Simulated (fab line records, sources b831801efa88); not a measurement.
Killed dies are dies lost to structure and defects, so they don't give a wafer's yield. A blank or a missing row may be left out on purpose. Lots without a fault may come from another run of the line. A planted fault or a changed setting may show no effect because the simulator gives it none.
A struck lot beside a sound one | flow gf180mcu | 16 steps out of a route of 602
Sound: wafers L296.1, L296.5, L296.6. Struck: wafers L314.1, L314.2, L314.6. The cause comes at the end.
At each step with rows: each side's tool, then ch and its chambers, then its first start. Under that, the readings that differ: sound wafers | struck wafers | difference of the means | sigmas: that difference in standard deviations of wafers without a fault.
alike: readings whose means differ by less than 2 such deviations, and words and numbers that are the same on both sides. not compared: withheld readings, readings that some wafer has no value for, bounds like >300 that may hide the same value, and numbers for which the record gives no deviation and whose values overlap.
The two part at a step that has a row with sigmas, a row that says differs or no value, or rows on one side only. Numbers that don't overlap but have no deviation are shown without sigmas and don't part them. A reading that every wafer of one side lacks parts them only if that side has two wafers or more.

GF_CONTACT_STRIP_18: strips in O2/N2.
  sound on plasma_asher-03 ch 0,1, day 16 13:46; struck on plasma_asher-02 ch 0,1, day 23 00:00
  reading                     | sound       | struck      | difference | sigmas
  drypump_motor_current_A (A) | 5.1 5.1 5.2 | 6.0 5.9 5.9 | +0.8       | +2
  alike: heater_power_w, n2_flow_sccm, oes_product_au
  not compared: rf_hours_counter_h
then, 5 steps without rows for these wafers: GF_CONTACT_CLEAN_19 (cleans in SPM); GF_CONTACT_CLEAN_20 (cleans in DIW); GF_CONTACT_CLEAN_21 (cleans in dHF, time 20 s); GF_CONTACT_SPUTTER_22 (material Ti, target thk 15 nm, time 80.02 s); GF_CONTACT_SPUTTER_23 (material TiN, target thk 10 nm, time 40 s).
GF_CONTACT_CVD_24: deposits W, target thk 300 nm, time 90.339 s.
  sound on cvd_w-02 ch 0,1, day 16 14:10; struck on cvd_w-02 ch 0,1, day 23 00:24
  alike: chamber_pressure_Torr, heater_power_w
GF_CONTACT_RS_MEAS_25: measures by four-point-probe.
  sound on film_metro-01, day 16 14:16; struck on film_metro-02, day 23 00:30
  alike: CONTACT_W_RS
GF_CONTACT_THK_MEAS_26: measures by xrf.
  sound on film_metro-01, day 16 14:23; struck on film_metro-02, day 23 00:37
  alike: CONTACT_W_THK
GF_CONTACT_CMP_27: polishes, stops on SiO2, t overpolish 15 s, target thk 0 nm.
  sound on cmp-02 ch 1,2,3, day 16 14:32; struck on cmp-01 ch 1,3, day 23 00:41
  alike: motor_current_A, overpolish_run_s, time_to_endpoint_s
GF_M1_SPUTTER_00: material Ti, target thk 37.5 nm, time 150 s.
  sound on pvd_sputter-03, day 16 14:44; struck on pvd_sputter-02, day 23 00:59
  alike: throttle_valve_pct
then, 1 step without rows for these wafers: GF_M1_SPUTTER_01 (material TiN, target thk 30 nm, time 25 s).
GF_M1_SPUTTER_02: material AlCu, target thk 450 nm, time 23.9 s.
  sound on pvd_sputter-03, day 16 14:52; struck on pvd_sputter-02, day 23 01:07
  reading                                 | sound             | struck            | difference | sigmas
  model.AlCu_of_M1_SPUTTER_02.thk_nm (nm) | 455.7 452.9 455.8 | 872.4 873.8 871.8 | +417.9     |
  alike: throttle_valve_pct
GF_M1_SPUTTER_03: material Ti, target thk 10 nm, time 6.7 s.
  sound on pvd_sputter-03, day 16 14:54; struck on pvd_sputter-02, day 23 01:08
  alike: throttle_valve_pct
then, 1 step without rows for these wafers: GF_M1_SPUTTER_04 (material TiN, target thk 50 nm, time 41.7 s).
GF_M1_RS_MEAS_05: measures by four-point-probe.
  sound on film_metro-02, day 16 14:58; struck on film_metro-04, day 23 01:29
  reading             | sound                | struck               | difference | sigmas
  M1_ALCU_RS (ohm/sq) | 0.0687 0.0691 0.0687 | 0.0356 0.0356 0.0357 | -0.0332    | -57
  not compared: hold

WHERE THEY PART
First at GF_CONTACT_STRIP_18; last, within this record, at GF_M1_RS_MEAS_05.

WHY: what the simulator had put in
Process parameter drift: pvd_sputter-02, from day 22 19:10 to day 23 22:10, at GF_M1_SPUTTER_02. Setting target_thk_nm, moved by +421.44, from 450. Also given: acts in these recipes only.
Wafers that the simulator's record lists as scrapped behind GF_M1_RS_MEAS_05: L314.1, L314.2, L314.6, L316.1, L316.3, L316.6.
